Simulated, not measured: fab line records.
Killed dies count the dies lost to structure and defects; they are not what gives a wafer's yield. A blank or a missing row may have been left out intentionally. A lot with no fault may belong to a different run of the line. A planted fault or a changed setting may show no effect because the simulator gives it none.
fab line records ; flow sky130
record lots=10; wafers=30; lastDay=50
route steps=708 shown VIA3@576 METAL4@601 CAP2M@605 PAD_OPEN@708
lots that met no fault: taken from a fault-free run of the same line
startH: start of the lot's first displayed wafer, in hours after the record's first day ; waitH: how many hours have passed since the lot's step before this one ; " unchanged from the row above ; L1.1+2: a row that stands for several wafers ; - no value, or no start given ; * or withheld: withheld ; < > ~ a bound
route shown NAME@n: names a module that has steps shown in the file, with the first one's number in the route ; usual: mean and standard deviation over wafers with no fault ; same: alike in all rows ; chamber/n: place in a boat ; sites: readings site by site ; _std_site: their standard deviation ; _edge_site: the outer-site mean with the inner-site mean subtracted ; radiusMm: for every site, how far away it sits from the centre of the wafer ; mask NAME#n: copy n ; behind: the tool/chamber that last shaped the wafer ; hold: why the lot was held/for how many hours/how that ended ; device: the n, p or np transistor that did not switch ; end of line: the route-end tests of the same wafers ; where a step has no rows: the recipe by itself ; killed: not the wafer's yield, but the dies lost to structure and defects at the first sort ; map: a wafer's dies, marking killed ones x, the rest . and places with no die _
set.NAME: setting as actually run; set.NAME@STEP: the setting as run at that earlier step ; model.NAME: the simulator's own value behind a step, which no gauge read
steps of the route over a sample of lots; a table a step, a row a wafer
services: the hour from which a tool's chamber was out of use, counted from the record's first day as startH (under 0 if before that day), plus the number of hours and why
## steps
# step SKY_VIA3_BOW_MEAS_03
# recipe mode=bow
# usual VIA3_BOW=81/7.7
lot.wafer;tool;chamber;startH;waitH;VIA3_BOW[um]
L191.2;filmMetro-03;-;918.28;0.3;82
L191.3;filmMetro-03;-;918.28;0.3;75
L191.6;filmMetro-03;-;918.28;0.3;76
L195.1;filmMetro-02;-;950.26;0.2;89
L195.4;filmMetro-02;-;950.26;0.2;82
L195.6;filmMetro-02;-;950.26;0.2;74
L196.2;filmMetro-03;-;957.76;0.2;73
L196.4;filmMetro-03;-;957.76;0.2;80
L196.6;filmMetro-03;-;957.76;0.2;68
L197.2;filmMetro-04;-;959.88;0.2;93
L197.3;filmMetro-04;-;959.88;0.2;93
L197.5;filmMetro-04;-;959.88;0.2;76
L200.4;filmMetro-04;-;975.69;0.2;87
L200.5;filmMetro-04;-;975.69;0.2;84
L200.6;filmMetro-04;-;975.69;0.2;83
L199.2;filmMetro-02;-;978.60;0.2;70
L199.5;filmMetro-02;-;978.60;0.2;89
L199.6;filmMetro-02;-;978.60;0.2;70
L206.2;filmMetro-04;-;1009.01;0.3;76
L206.3;filmMetro-04;-;1009.01;0.3;84
L206.5;filmMetro-04;-;1009.01;0.3;83
L208.2;filmMetro-02;-;1022.61;0.3;77
L208.3;filmMetro-02;-;1022.61;0.3;74
L208.4;filmMetro-02;-;1022.61;0.3;85
L211.1;filmMetro-03;-;1047.11;0.1;79
L211.3;filmMetro-03;-;1047.11;0.1;82
L211.6;filmMetro-03;-;1047.11;0.1;70
L213.1;filmMetro-03;-;1053.13;0.1;73
L213.3;filmMetro-03;-;1053.13;0.1;76
L213.4;filmMetro-03;-;1053.13;0.1;66
# step SKY_METAL4_SPUTTER_03
# recipe material=Ti; targetThkNm=5; powerW=3000; timeS=3.3; chamberPressurePa=0.4
# usual throttleValvePct=30.3/1.5
lot.wafer;tool;chamber;startH;waitH;throttleValvePct
L191.2;pvdSputter-02;-;944.57;0.0;31.9
L191.3;pvdSputter-02;-;944.57;0.0;29.4
L191.6;pvdSputter-02;-;944.57;0.0;30.5
L195.1;pvdSputter-03;-;976.78;0.0;30.4
L195.4;pvdSputter-03;-;976.78;0.0;28.2
L195.6;pvdSputter-03;-;976.78;0.0;28.0
L196.2;pvdSputter-03;-;984.22;0.0;28.0
L196.4;pvdSputter-03;-;984.22;0.0;29.4
L196.6;pvdSputter-03;-;984.22;0.0;30.3
L197.2;pvdSputter-04;-;985.58;0.0;29.3
L197.3;pvdSputter-04;-;985.58;0.0;29.9
L197.5;pvdSputter-04;-;985.58;0.0;30.9
L200.4;pvdSputter-02;-;1000.45;0.0;32.2
L200.5;pvdSputter-02;-;1000.45;0.0;33.2
L200.6;pvdSputter-02;-;1000.45;0.0;30.9
L199.2;pvdSputter-03;-;1003.62;0.0;30.3
L199.5;pvdSputter-03;-;1003.62;0.0;30.3
L199.6;pvdSputter-03;-;1003.62;0.0;29.9
L206.2;pvdSputter-04;-;1032.94;0.0;27.9
L206.3;pvdSputter-04;-;1032.94;0.0;30.8
L206.5;pvdSputter-04;-;1032.94;0.0;30.8
L208.2;pvdSputter-02;-;1046.14;0.0;32.8
L208.3;pvdSputter-02;-;1046.14;0.0;30.5
L208.4;pvdSputter-02;-;1046.14;0.0;31.9
L211.1;pvdSputter-02;-;1070.00;0.0;33.0
L211.3;pvdSputter-02;-;1070.00;0.0;30.2
L211.6;pvdSputter-02;-;1070.00;0.0;32.7
L213.1;pvdSputter-02;-;1076.57;0.0;33.0
L213.3;pvdSputter-02;-;1076.57;0.0;32.1
L213.4;pvdSputter-02;-;1076.57;0.0;29.6
# step SKY_CAP2M_SPUTTER_02
# recipe material=TiN; targetThkNm=200; tempC=300; powerW=6500; timeS=166.7; chamberPressurePa=0.4
# usual throttleValvePct=29.8/0.79
lot.wafer;tool;chamber;startH;waitH;throttleValvePct
L191.2;pvdSputter-01;-;944.72;0.0;29.5
L191.3;pvdSputter-01;-;944.72;0.0;29.7
L191.6;pvdSputter-01;-;944.72;0.0;29.6
L195.1;pvdSputter-01;-;976.93;0.1;30.1
L195.4;pvdSputter-01;-;976.93;0.1;29.9
L195.6;pvdSputter-01;-;976.93;0.1;30.1
L196.2;pvdSputter-01;-;984.37;0.0;29.6
L196.4;pvdSputter-01;-;984.37;0.0;29.7
L196.6;pvdSputter-01;-;984.37;0.0;29.7
L197.2;pvdSputter-01;-;985.73;0.0;30.3
L197.3;pvdSputter-01;-;985.73;0.0;29.7
L197.5;pvdSputter-01;-;985.73;0.0;29.6
L200.4;pvdSputter-01;-;1000.60;0.0;30.5
L200.5;pvdSputter-01;-;1000.60;0.0;29.8
L200.6;pvdSputter-01;-;1000.60;0.0;29.6
L199.2;pvdSputter-01;-;1003.77;0.0;29.4
L199.5;pvdSputter-01;-;1003.77;0.0;29.6
L199.6;pvdSputter-01;-;1003.77;0.0;29.3
L206.2;pvdSputter-03;-;1033.09;0.0;29.0
L206.3;pvdSputter-03;-;1033.09;0.0;30.5
L206.5;pvdSputter-03;-;1033.09;0.0;29.5
L208.2;pvdSputter-03;-;1046.29;0.0;30.4
L208.3;pvdSputter-03;-;1046.29;0.0;28.1
L208.4;pvdSputter-03;-;1046.29;0.0;29.0
L211.1;pvdSputter-03;-;1070.15;0.1;28.1
L211.3;pvdSputter-03;-;1070.15;0.1;30.0
L211.6;pvdSputter-03;-;1070.15;0.1;28.0
L213.1;pvdSputter-01;-;1076.72;0.1;29.4
L213.3;pvdSputter-01;-;1076.72;0.1;29.5
L213.4;pvdSputter-01;-;1076.72;0.1;29.5
# step SKY_CAP2M_RS_MEAS_03
# recipe thkMeasGauge=four-point-probe; reads=TiN_of_CAP2M_SPUTTER_02
# usual CAP2M_TIN_RS=6.92/0.11
lot.wafer;tool;chamber;startH;waitH;CAP2M_TIN_RS[ohm/sq]
L191.2;filmMetro-04;-;944.85;0.1;6.86
L191.3;filmMetro-04;-;944.85;0.1;7.07
L191.6;filmMetro-04;-;944.85;0.1;7.05
L195.1;filmMetro-04;-;977.04;0.1;6.98
L195.4;filmMetro-04;-;977.04;0.1;7.05
L195.6;filmMetro-04;-;977.04;0.1;7.04
L196.2;filmMetro-04;-;984.50;0.1;6.83
L196.4;filmMetro-04;-;984.50;0.1;6.97
L196.6;filmMetro-04;-;984.50;0.1;6.95
L197.2;filmMetro-01;-;985.86;0.1;10.04
L197.3;filmMetro-01;-;985.86;0.1;6.98
L197.5;filmMetro-01;-;985.86;0.1;6.82
L200.4;filmMetro-02;-;1000.76;0.1;6.95
L200.5;filmMetro-02;-;1000.76;0.1;6.85
L200.6;filmMetro-02;-;1000.76;0.1;9.84
L199.2;filmMetro-01;-;1003.90;0.1;9.47
L199.5;filmMetro-01;-;1003.90;0.1;6.87
L199.6;filmMetro-01;-;1003.90;0.1;9.51
L206.2;filmMetro-01;-;1033.22;0.1;6.85
L206.3;filmMetro-01;-;1033.22;0.1;6.94
L206.5;filmMetro-01;-;1033.22;0.1;6.80
L208.2;filmMetro-02;-;1046.42;0.1;7.17
L208.3;filmMetro-02;-;1046.42;0.1;7.00
L208.4;filmMetro-02;-;1046.42;0.1;6.95
L211.1;filmMetro-04;-;1070.26;0.1;7.03
L211.3;filmMetro-04;-;1070.26;0.1;7.09
L211.6;filmMetro-04;-;1070.26;0.1;7.03
L213.1;filmMetro-02;-;1076.83;0.1;6.77
L213.3;filmMetro-02;-;1076.83;0.1;6.94
L213.4;filmMetro-02;-;1076.83;0.1;6.95
# step SKY_CAP2M_THK_MEAS_04
# recipe thkMeasGauge=xrf; reads=TiN_of_CAP2M_SPUTTER_02
# usual CAP2M_TIN_THK=200/3.1
lot.wafer;tool;chamber;startH;waitH;CAP2M_TIN_THK[nm]
L191.2;filmMetro-04;-;944.96;0.1;201
L191.3;filmMetro-04;-;944.96;0.1;195
L191.6;filmMetro-04;-;944.96;0.1;197
L195.1;filmMetro-04;-;977.16;0.1;199
L195.4;filmMetro-04;-;977.16;0.1;197
L195.6;filmMetro-04;-;977.16;0.1;198
L196.2;filmMetro-04;-;984.61;0.1;203
L196.4;filmMetro-04;-;984.61;0.1;199
L196.6;filmMetro-04;-;984.61;0.1;200
L197.2;filmMetro-01;-;985.97;0.1;140
L197.3;filmMetro-01;-;985.97;0.1;199
L197.5;filmMetro-01;-;985.97;0.1;203
L200.4;filmMetro-02;-;1000.85;0.1;200
L200.5;filmMetro-02;-;1000.85;0.1;203
L200.6;filmMetro-02;-;1000.85;0.1;143
L199.2;filmMetro-01;-;1004.01;0.1;148
L199.5;filmMetro-01;-;1004.01;0.1;203
L199.6;filmMetro-01;-;1004.01;0.1;147
L206.2;filmMetro-01;-;1033.33;0.1;202
L206.3;filmMetro-01;-;1033.33;0.1;200
L206.5;filmMetro-01;-;1033.33;0.1;204
L208.2;filmMetro-02;-;1046.53;0.1;194
L208.3;filmMetro-02;-;1046.53;0.1;199
L208.4;filmMetro-02;-;1046.53;0.1;200
L211.1;filmMetro-04;-;1070.38;0.1;197
L211.3;filmMetro-04;-;1070.38;0.1;196
L211.6;filmMetro-04;-;1070.38;0.1;198
L213.1;filmMetro-02;-;1076.95;0.1;206
L213.3;filmMetro-02;-;1076.95;0.1;200
L213.4;filmMetro-02;-;1076.95;0.1;201
# step SKY_CAP2M_METAL_ETCH_13
# recipe targetDepthNm=220; stopOn=SiO2; chemistry=Cl2/BCl3; target=TiN; pressureMtorr=10; icpW=900; biasW=48.5; Cl2_flow_sccm=60; bcl3FlowSccm=30; timeS=62.9
# usual biasW=48.50/0.15; drypumpMotorCurrentA=5.6/0.42; oesProductAu=0.941/0.0098; throttleValvePct=21.902/0.011
lot.wafer;tool;chamber;startH;waitH;biasW;drypumpMotorCurrentA;oesProductAu;rfHoursCounterH;throttleValvePct
L191.2;rieMetal-02;1;968.86;0.0;48.45;5.6;0.949;2;21.907
L191.3;rieMetal-02;1;968.86;0.0;48.27;5.5;0.934;-;21.917
L191.6;rieMetal-02;1;968.86;0.0;48.37;5.6;0.924;-;21.910
L195.1;rieMetal-04;0;1000.45;0.0;48.20;5.0;0.935;3;21.895
L195.4;rieMetal-04;0;1000.45;0.0;48.32;5.0;0.924;-;21.926
L195.6;rieMetal-04;1;1000.45;0.0;48.48;6.2;0.934;-;21.905
L196.2;rieMetal-02;1;1007.32;0.0;48.59;5.5;0.954;4;21.888
L196.4;rieMetal-02;1;1007.32;0.0;48.42;5.6;0.936;-;21.904
L196.6;rieMetal-02;0;1007.32;0.0;48.51;5.9;0.938;-;21.886
L197.2;rieMetal-02;0;1008.61;0.0;48.37;5.9;0.772;15;22.016
L197.3;rieMetal-02;1;1008.61;0.0;48.41;5.5;0.930;-;21.891
L197.5;rieMetal-02;0;1008.61;0.0;48.67;5.9;0.947;-;21.909
L200.4;rieMetal-04;0;1023.33;0.0;48.46;5.0;0.948;-;21.904
L200.5;rieMetal-04;0;1023.33;0.0;48.52;5.0;0.940;-;21.908
L200.6;rieMetal-04;1;1023.33;0.0;48.44;6.1;0.775;-;22.005
L199.2;rieMetal-04;1;1026.26;0.0;48.58;6.1;0.787;7;22.000
L199.5;rieMetal-04;1;1026.26;0.0;48.33;6.1;0.956;-;21.899
L199.6;rieMetal-04;0;1026.26;0.0;48.49;5.0;0.785;-;21.980
L206.2;rieMetal-04;0;1055.08;0.0;48.41;5.0;0.940;6;21.890
L206.3;rieMetal-04;0;1055.08;0.0;48.73;5.0;0.941;-;21.906
L206.5;rieMetal-04;1;1055.08;0.0;48.83;6.1;0.953;-;21.899
L208.2;rieMetal-04;1;1067.73;0.0;48.48;6.1;0.921;10;21.919
L208.3;rieMetal-04;1;1067.73;0.0;48.31;6.1;0.933;-;21.891
L208.4;rieMetal-04;0;1067.73;0.0;48.37;5.0;0.939;-;21.911
L211.1;rieMetal-04;1;1091.53;0.0;48.29;6.1;0.936;12;21.900
L211.3;rieMetal-04;1;1091.53;0.0;48.49;6.1;0.928;-;21.917
L211.6;rieMetal-04;1;1091.53;0.0;48.67;6.1;0.932;-;21.919
L213.1;rieMetal-04;1;1097.36;0.0;48.55;6.1;0.952;13;21.895
L213.3;rieMetal-04;1;1097.36;0.0;48.55;6.1;0.940;-;21.905
L213.4;rieMetal-04;1;1097.36;0.0;48.57;6.1;0.940;-;21.893
# step SKY_CAP2M_STRIP_14
# recipe chemistry=O2/N2; powerW=1400; pressureMtorr=1500; platenTempC=withheld; o2FlowSccm=3000; n2FlowSccm=300; overashFraction=0.5
# usual drypumpMotorCurrentA=5.59/0.28; oesProductAu=0.711/0.0045; stripTimeToEndpointS=12.64/0.059
lot.wafer;tool;chamber;startH;waitH;drypumpMotorCurrentA;oesProductAu;rfHoursCounterH;stripTimeToEndpointS
L191.2;plasmaAsher-04;0;968.93;0.1;5.39;0.712;21;12.56
L191.3;plasmaAsher-04;0;968.93;0.1;5.43;0.711;-;12.49
L191.6;plasmaAsher-04;1;968.93;0.1;5.92;0.709;-;12.49
L195.1;plasmaAsher-03;1;1000.53;0.1;5.86;0.707;124;12.59
L195.4;plasmaAsher-03;0;1000.53;0.1;5.12;0.710;-;12.64
L195.6;plasmaAsher-03;1;1000.53;0.1;5.87;0.710;-;12.62
L196.2;plasmaAsher-03;0;1007.40;0.1;5.14;0.703;125;12.63
L196.4;plasmaAsher-03;0;1007.40;0.1;5.14;0.712;-;12.67
L196.6;plasmaAsher-03;1;1007.40;0.1;5.85;0.713;-;12.71
L197.2;plasmaAsher-01;0;1008.68;0.1;5.57;0.711;82;12.64
L197.3;plasmaAsher-01;0;1008.68;0.1;5.56;0.707;-;12.61
L197.5;plasmaAsher-01;1;1008.68;0.1;5.73;0.712;-;12.65
L200.4;plasmaAsher-01;0;1023.42;0.1;5.55;0.720;-;12.64
L200.5;plasmaAsher-01;0;1023.42;0.1;5.57;0.716;-;12.67
L200.6;plasmaAsher-01;1;1023.42;0.1;5.70;0.713;-;12.68
L199.2;plasmaAsher-04;1;1026.33;0.1;5.93;0.708;27;12.65
L199.5;plasmaAsher-04;0;1026.33;0.1;5.42;0.714;-;12.74
L199.6;plasmaAsher-04;1;1026.33;0.1;5.91;0.712;-;12.69
L206.2;plasmaAsher-04;0;1055.15;0.1;5.41;0.703;30;12.65
L206.3;plasmaAsher-04;0;1055.15;0.1;5.42;0.705;-;12.66
L206.5;plasmaAsher-04;1;1055.15;0.1;5.91;0.707;-;12.65
L208.2;plasmaAsher-03;0;1067.80;0.1;5.13;0.710;0;12.69
L208.3;plasmaAsher-03;1;1067.80;0.1;5.85;0.718;-;12.68
L208.4;plasmaAsher-03;0;1067.80;0.1;5.14;0.705;-;12.64
L211.1;plasmaAsher-03;1;1091.68;0.1;5.87;0.709;3;12.71
L211.3;plasmaAsher-03;0;1091.68;0.1;5.14;0.704;-;12.67
L211.6;plasmaAsher-03;0;1091.68;0.1;5.14;0.710;-;12.70
L213.1;plasmaAsher-04;1;1097.51;0.1;5.91;0.715;35;12.74
L213.3;plasmaAsher-04;1;1097.51;0.1;5.90;0.706;-;12.68
L213.4;plasmaAsher-04;0;1097.51;0.1;5.41;0.710;-;12.68
# step SKY_PAD_OPEN_PROBE_99
# usual defectLimitedYield=82.5/1.7; killed_at_M0_to_M3=43/6.1; killed_at_M4_up=3.5/2; killedAtContacts=25/5.1; killedAtFrontEnd=14/4.2; killedAtOther=0.3/0.55; killedDies=86/8.3; killedOpen=46/7.2; killedShort=39/6; sort_bin_3_pad_short=0.9/0.42; sort_bin_5_function=10.3/1.4; sort_bin_6_memory=6.3/1.1; sort_bin_8_speed=0.00/0.017; sortNPass=406/8.3; sortYieldPct=82.5/1.7
# same grossDies=492; killedAtBackSide=0; sort_bin_4_leakage[%]=0
lot.wafer;tool;chamber;startH;waitH;defectLimitedYield[%];killed_at_M0_to_M3;killed_at_M4_up;killedAtContacts;killedAtFrontEnd;killedAtOther;killedDies;killedOpen;killedShort;sort_bin_3_pad_short[%];sort_bin_5_function[%];sort_bin_6_memory[%];sort_bin_8_speed[%];sortNPass;sortYieldPct[%]
L191.2;prober-02;-;1087.45;0.1;82.9;41;6;22;15;0;84;42;42;1.0;10.0;6.1;0;408;82.9
L191.3;prober-02;-;1087.50;0.2;80.5;46;5;28;15;2;96;43;51;1.8;10.8;6.9;0;396;80.5
L191.6;prober-02;-;1087.65;0.2;82.3;37;7;26;17;0;87;47;37;0.2;12.0;5.5;0;405;82.3
L197.2;prober-01;-;1123.99;0.1;80.7;51;5;22;16;1;95;46;49;2.0;10.0;7.3;0;397;80.7
L197.3;prober-01;-;1124.04;0.2;84.1;41;2;19;16;0;78;39;39;1.2;8.1;6.5;0;414;84.1
L197.5;prober-01;-;1124.14;0.2;82.7;37;3;29;16;0;85;40;45;0.8;11.0;5.5;0;407;82.7
L200.4;prober-01;-;1136.03;0.2;83.3;54;2;20;6;0;82;39;42;1.2;10.6;4.9;0;410;83.3
L200.5;prober-01;-;1136.08;0.2;81.3;45;6;28;13;0;92;53;39;1.6;10.2;6.9;0;400;81.3
L200.6;prober-01;-;1136.13;0.2;85.6;34;1;24;12;0;71;45;25;0.6;8.7;5.1;0;421;85.6
L199.2;prober-02;-;1138.67;0.1;83.9;31;5;21;22;0;79;42;37;0.8;10.0;5.3;0;413;83.9
L199.5;prober-02;-;1138.82;0.2;79.7;52;4;21;23;0;100;49;50;1.0;12.0;7.3;0;392;79.7
L199.6;prober-02;-;1138.87;0.2;80.9;45;3;25;21;0;94;52;38;1.0;12.2;5.9;0;398;80.9
L206.2;prober-02;-;1162.84;0.1;84.3;36;2;28;11;0;77;41;36;0.8;9.3;5.5;0;415;84.3
L206.3;prober-02;-;1162.89;0.2;79.3;45;2;39;15;1;102;68;34;0.4;11.6;8.7;0;390;79.3
L206.5;prober-02;-;1162.99;0.2;82.1;40;1;31;16;0;88;55;33;1.2;10.0;6.7;0;404;82.1
# killed by level:class
L191.2 METAL2:geometricParticle:short=10 CONTACT:geometricParticle:open=8 VIA2:geometricParticle:open=7 METAL1:geometricParticle:short=6 VIA1:geometricParticle:open=6 LI_CONTACT:geometricParticle:open=5 METAL4:geometricParticle:short=4 VIA3:geometricParticle:open=4
L191.3 CONTACT:geometricParticle:short=10 VIA1:geometricParticle:open=9 LI_CONTACT:geometricParticle:open=7 VIA1:geometricParticle:short=7 VIA2:geometricParticle:open=6 VIA3:geometricParticle:open=6 CONTACT:geometricParticle:open=5 METAL2:geometricParticle:short=5
L191.6 CONTACT:geometricParticle:open=11 METAL1:geometricParticle:short=9 POLY_GATE:geometricParticle:open=6 LI_CONTACT:geometricParticle:open=6 VIA1:geometricParticle:open=6 VIA2:geometricParticle:open=5 VIA3:geometricParticle:open=5 FIELD_ISO:geometricParticle:short=4
L197.2 VIA1:geometricParticle:open=10 VIA1:geometricParticle:short=9 METAL2:geometricParticle:short=9 VIA2:geometricParticle:open=9 CONTACT:geometricParticle:open=8 CONTACT:geometricParticle:short=7 FIELD_ISO:geometricParticle:open=6 METAL1:geometricParticle:short=5
L197.3 METAL2:geometricParticle:short=8 FIELD_ISO:geometricParticle:open=6 CONTACT:geometricParticle:open=6 VIA1:geometricParticle:short=6 VIA1:geometricParticle:open=6 LI_CONTACT:geometricParticle:open=5 VIA2:geometricParticle:open=5 LOCAL_INTERCONNECT:geometricParticle:short=4
L197.5 LI_CONTACT:geometricParticle:open=10 FIELD_ISO:geometricParticle:short=9 VIA3:geometricParticle:open=9 VIA1:geometricParticle:open=8 CONTACT:geometricParticle:open=7 METAL1:geometricParticle:short=6 CONTACT:geometricParticle:short=5 METAL2:geometricParticle:short=4
L200.4 VIA1:geometricParticle:open=13 VIA1:geometricParticle:short=8 VIA3:geometricParticle:open=6 CONTACT:geometricParticle:open=6 VIA3:geometricParticle:short=6 LI_CONTACT:geometricParticle:open=5 METAL2:geometricParticle:short=5 CONTACT:geometricParticle:short=5
L200.5 LI_CONTACT:geometricParticle:open=11 VIA2:geometricParticle:open=10 CONTACT:geometricParticle:open=9 VIA3:geometricParticle:open=7 VIA1:geometricParticle:open=7 METAL2:geometricParticle:short=7 METAL1:geometricParticle:short=5 METAL4:geometricParticle:short=5
L200.6 LI_CONTACT:geometricParticle:open=15 VIA2:geometricParticle:open=7 VIA3:geometricParticle:open=7 METAL1:geometricParticle:short=6 VIA1:geometricParticle:open=6 FIELD_ISO:geometricParticle:short=5 FIELD_ISO:geometricParticle:open=4 CONTACT:geometricParticle:open=4
L199.2 VIA1:geometricParticle:open=7 CONTACT:geometricParticle:open=7 FIELD_ISO:geometricParticle:open=6 VIA1:geometricParticle:short=6 LOCAL_INTERCONNECT:geometricParticle:short=5 VIA3:geometricParticle:open=5 METAL4:geometricParticle:short=5 FIELD_ISO:geometricParticle:short=4
L199.5 METAL2:geometricParticle:short=9 FIELD_ISO:geometricParticle:short=8 VIA1:geometricParticle:open=8 VIA3:geometricParticle:open=8 CONTACT:geometricParticle:open=8 FIELD_ISO:geometricParticle:open=7 METAL1:geometricParticle:short=7 VIA2:geometricParticle:open=6
L199.6 VIA2:geometricParticle:open=9 LI_CONTACT:geometricParticle:open=8 VIA1:geometricParticle:open=8 CONTACT:geometricParticle:open=8 FIELD_ISO:geometricParticle:open=6 VIA3:geometricParticle:open=6 METAL2:geometricParticle:short=5 FIELD_ISO:geometricParticle:short=4
L206.2 VIA1:geometricParticle:open=8 LI_CONTACT:geometricParticle:open=7 VIA3:geometricParticle:open=7 CONTACT:geometricParticle:open=6 LI_CONTACT:geometricParticle:short=5 LOCAL_INTERCONNECT:geometricParticle:short=5 POLY_GATE:geometricParticle:open=4 CONTACT:geometricParticle:short=4
L206.3 CONTACT:geometricParticle:open=17 VIA1:geometricParticle:open=14 VIA3:geometricParticle:open=11 LI_CONTACT:geometricParticle:open=6 CONTACT:geometricParticle:short=6 LOCAL_INTERCONNECT:geometricParticle:short=5 POLY_GATE:geometricParticle:open=4 VIA1:geometricParticle:short=4
L206.5 VIA3:geometricParticle:open=13 CONTACT:geometricParticle:open=11 LI_CONTACT:geometricParticle:open=10 METAL2:geometricParticle:short=6 VIA2:geometricParticle:open=6 POLY_GATE:geometricParticle:open=5 LOCAL_INTERCONNECT:geometricParticle:short=4 CONTACT:geometricParticle:short=4
## services
tool;chamber;startH;hours;kind
rieMetal-04;0;925.64;-;clean
rieMetal-04;0;925.64;14.8;scheduledDown
rieMetal-04;0;925.64;14.8;ventCycle
pvdSputter-03;-;939.12;3.3;repair
pvdSputter-01;-;978.97;3.1;repair
pvdSputter-02;-;981.83;1.2;repair
pvdSputter-03;3;998.59;-;consumableReplace:kit
pvdSputter-03;3;998.59;18.0;scheduledDown
pvdSputter-03;3;998.59;18.0;ventCycle
pvdSputter-01;0;1000.70;-;consumableReplace:kit
pvdSputter-01;0;1000.70;18.0;scheduledDown
pvdSputter-01;0;1000.70;18.0;ventCycle
pvdSputter-03;-;1003.83;3.1;repair
pvdSputter-02;3;1021.71;-;consumableReplace:kit
pvdSputter-02;-;1022.76;20.8;repair
pvdSputter-02;-;1029.95;13.0;repair
pvdSputter-04;-;1030.55;2.2;repair
rieMetal-02;-;1055.06;27.1;repair
plasmaAsher-03;-;1055.25;9.0;pm
pvdSputter-03;2;1060.99;-;consumableReplace:kit
pvdSputter-03;2;1060.99;18.0;scheduledDown
pvdSputter-03;2;1060.99;18.0;ventCycle
plasmaAsher-01;-;1064.74;21.8;pm
rieMetal-04;0;1083.74;28.2;repair
## key
firstSign step=SKY_CAP2M_RS_MEAS_03; reading=CAP2M_TIN_RS; direction=up; sigmas=27; usual=6.92; struck=9.71
effect step=SKY_CAP2M_THK_MEAS_04; reading=CAP2M_TIN_THK; direction=down; sigmas=18; usual=200; struck=145
effect step=SKY_CAP2M_METAL_ETCH_13; reading=oesProductAu; direction=down; sigmas=16; usual=0.941; struck=0.780
metAt SKY_CAP2M_SPUTTER_02
struckLots L197,L199,L200
struckWafers L197.2,L199.2,L199.6,L200.6
notActingAt SKY_VIA3_BOW_MEAS_03,SKY_METAL4_SPUTTER_03,SKY_CAP2M_STRIP_14
onsetBetween 984.37 985.73
fault kind=processParameterDrift; tool=pvdSputter-01; chamber=-; onsetH=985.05; steps=SKY_CAP2M_SPUTTER_02; channel=targetThkNm; offset=-59.847; shape=step; endH=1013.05; scope=struckWafersOnly; actsIn=theseRecipesOnly; stated=200
